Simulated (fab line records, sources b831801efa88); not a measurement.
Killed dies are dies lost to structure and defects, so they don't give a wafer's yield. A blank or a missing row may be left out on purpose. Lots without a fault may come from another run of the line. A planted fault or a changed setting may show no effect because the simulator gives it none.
Chamber matching | flow gf180mcu | GF_V5_CMP_26 on cmp-02: 4 sister chambers
The step polishes, stops on SiO2, t overpolish 15.74 s, target thk 0 nm. 4 wafers are shown with their chamber, then 7 later ones without.

WAFERS WITH THEIR CHAMBER
wafer  | chamber | motor_current_A (A)
L822.5 | 3       | 11.6
L825.1 | 1       | 10.4
L825.4 | 2       | 12.6
L828.5 | 0       | 11.2

WAFERS WITHOUT THEIR CHAMBER
wafer  | motor_current_A (A)
L828.6 | 10.6
L831.1 | 10.9
L831.2 | 12.1
L831.3 | 11.1
L838.1 | 10.7
L838.3 | 12.8
L838.5 | 11.3

WHICH CHAMBER EACH WENT THROUGH
wafer  | from the rows above          | in truth
L828.6 | can't be placed: 1 or 0      | 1
L831.1 | can't be placed: 0 or 1 or 3 | 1
L831.2 | can't be placed: 2 or 3 or 0 | 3
L831.3 | can't be placed: 0 or 3      | 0
L838.1 | can't be placed: 1 or 0      | 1
L838.3 | 2                            | 2
L838.5 | can't be placed: 0 or 3      | 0
Placed correctly: 1 of 7. Can't be placed from these rows: 6 (the true chamber is among the candidates in 6). Placed wrongly: 0.
How it was worked out, from the rows above alone: a wafer's distance from a chamber is the root of the sum, over the readings, of the square of ((its reading less the chamber's mean) divided by the reading's scatter). The wafer belongs to the nearest chamber; if the next one is less than 2 further off, it can't be placed. A chamber's mean is the mean of its shown wafers. The scatter: with one shown wafer a chamber, the root of the mean of the squares of how far each hidden wafer lies from its nearest shown one.
